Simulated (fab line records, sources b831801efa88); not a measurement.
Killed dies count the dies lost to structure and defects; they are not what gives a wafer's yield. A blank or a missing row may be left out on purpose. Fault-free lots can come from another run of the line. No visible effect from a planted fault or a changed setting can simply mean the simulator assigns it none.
8D (eight disciplines) problem report, filled in by code -- flow sky130 -- the parts of the form that need people (team, actions taken, sign-off) are left out

## 1. WHAT IS WRONG
At SKY_VIA4_STRIP_13, strip-time-to-endpoint-s averages 14.200 s over 9 wafers from 3 lots, while fault-free wafers read 12.809 s, standard deviation 0.029. That is +48 standard deviations from the usual mean.
The step: strips in O2/N2.
First observed at day 47 06:45: wafer L867.1, on plasma-asher-03. The record has a number at this step for 45 wafers belonging to 15 lots. The rule behind "out" and "out of limits": a value lying over 4 standard deviations away from the usual mean. The rest of the wafers with a number are treated as sound.

## 2. WHAT IT IS; WHAT IT IS NOT
question,is,is not
which readings at this step,strip-time-to-endpoint-s,drypump-motor-current-A
which lots,"L867, L868, L869","L851, L853, L855, L856, L858, L860, L862, L863, L864, L870, L871, L874"
which wafers of those lots,all that have a number,-
read on which tools,plasma-asher-03,"plasma-asher-01, plasma-asher-02"
when,from day 47 06:45,"up to then (27 sound wafers); but 9 sound wafers of L870, L871, L874 came after"

## 3. SUSPECTS, AND WHAT RULES EACH OUT
Counting: a tool stays on the suspect list if, at a process step up to the reading, it processed all lots that are out and no sound lot following the first of them.
- cmp-01 at SKY_VIA4_CMP_02 (polishes SiO2): ruled out as a lasting fault. The sound lots L874 went through it after L867, its earliest lot that is out (day 46 10:31).
- rie-diel-03 at SKY_VIA4_ETCH_12 (etches SiO2 in C4F8/O2/Ar, stops on TiN, target depth 580 nm): ruled out as a lasting fault. The sound lots L874 went through it after L867, its earliest lot that is out (day 47 06:40).
- plasma-asher-03 at SKY_VIA4_STRIP_13 (strips in O2/N2): ruled out as a lasting fault. The sound lots L871 went through it after L867, its earliest lot that is out (day 47 06:45).
Left after counting: nothing in the record.

## 4. THE CAUSE (what the simulator had put in)
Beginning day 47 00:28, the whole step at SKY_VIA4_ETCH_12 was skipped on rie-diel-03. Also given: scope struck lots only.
Counting ruled it out, wrongly: the rule takes a fault to strike every lot that its tool runs from its start on, and this one did not.

## 5. THE CHAIN OF EFFECTS, in route order
One row per reading whose mean, taken over the struck wafers that have a number, lies over 3 standard deviations from the usual. Only readings for which the record gives a usual standard deviation are gone through. hours: the time from each lot's start at the first step in this table that gives one to its start at this step, as a median over the lots. sigmas: the change in usual standard deviations.
hours,step,reading,usual,on struck wafers,change,sigmas
0,SKY_VIA4_STRIP_13,strip-time-to-endpoint-s,12.809 s,14.200,+1.391,+48
It contains these process steps:
- SKY_VIA4_STRIP_13: strips in O2/N2.
Readings that are blank on the struck wafers while sound wafers have them: bias-w at SKY_VIA4_ETCH_12; chamber-pressure-mTorr at SKY_VIA4_ETCH_12; oes-product-au at SKY_VIA4_ETCH_12.

## 6. WHAT WOULD HAVE CAUGHT IT SOONER
In this record the first reading out of limits was taken at day 47 06:45, 6 hours after the fault began at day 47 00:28.
At SKY_VIA4_ETCH_12 the tool's readings are blank on the struck wafers, where sound wafers have them: an empty tool record is the first sign, and it was there at once.
